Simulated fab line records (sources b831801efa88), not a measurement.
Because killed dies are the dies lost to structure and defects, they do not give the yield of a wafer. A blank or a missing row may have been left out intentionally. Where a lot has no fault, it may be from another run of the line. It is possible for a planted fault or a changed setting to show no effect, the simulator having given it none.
Which tool was responsible? | flow sky130 | 72 wafers sampled from 24 lots at 1 step of a route of 708

WHAT THE GAUGES READ, wafer by wafer
SKY_METAL1_OVL_MEAS_16.
lot  | measured     | on         | METAL1_OVL (nm)
L074 | day 33 11:24 | overlay-01 | -2 -14 -4
L075 | day 33 17:10 | overlay-01 | 0 1 1
L076 | day 34 01:04 | overlay-02 | -13 -9 -10
L077 | day 34 06:03 | overlay-02 | 0 -2 -1
L078 | day 34 18:19 | overlay-01 | 1 3 -3
L079 | day 34 23:33 | overlay-02 | -3 -7 -6
L080 | day 35 08:59 | overlay-01 | 11 6 6
L081 | day 36 00:43 | overlay-02 | 3 2 4
L082 | day 36 20:48 | overlay-02 | 8 6 4
L083 | day 36 22:46 | overlay-01 | 1 6 -5
L084 | day 37 03:49 | overlay-01 | 1 -2 -2
L086 | day 37 09:33 | overlay-01 | -5 -4 -2
L085 | day 37 09:34 | overlay-02 | 0 1 -1
L087 | day 37 12:35 | overlay-02 | -12 -3 2
L088 | day 38 00:50 | overlay-02 | -1 3 8
L089 | day 38 05:31 | overlay-02 | 3 -1 0
L090 | day 38 11:10 | overlay-02 | -5 -11 -4
L091 | day 38 17:40 | overlay-01 | -5 5 -6
L093 | day 39 01:43 | overlay-01 | 0 -3 3
L092 | day 39 07:58 | overlay-01 | 1 -4 1
L094 | day 39 15:04 | overlay-01 | 2 4 1
L095 | day 39 21:33 | overlay-01 | 2 1 0
L096 | day 40 01:25 | overlay-02 | 3 -5 0
L097 | day 40 08:16 | overlay-01 | 0 1 1

TOOL THAT RAN EACH LOT (tool first, then ch and the chambers of the sampled wafers, then the start)
There is no process step in the record ahead of these readings.

WHAT THE TOOLS THEMSELVES READ (means of the sampled wafers that have a number; where no wafer has one, the mark that the record gives instead)
The record holds no such reading with a usual standard deviation.

THE ANSWER, worked out from the rows above alone
Rule: the usual values come from the lots themselves. The widest of any qualifying gaps counts: lots, ordered by their means at a reading, are off when they make up no more than a third of the lots, leave a main group of 4 or more, and stand apart from it by 3 or more times the standard deviation of that group's means. A main group whose means are all the same, to the digits that the tables above print for the reading, isn't used. Also off: a lot with no number at a reading for which 4 or more lots have one. All remaining lots with rows at the step are treated as sound. After the gauges, taken in route order, come the tools' own readings; for these a lot's mean is taken, as printed above. At the first step where some lot is off, the reading lying furthest off is the one used; lots without a number count as furthest.
None of the lots is off at any reading shown; this tells nothing.

WHAT THE SIMULATOR HAD INSERTED
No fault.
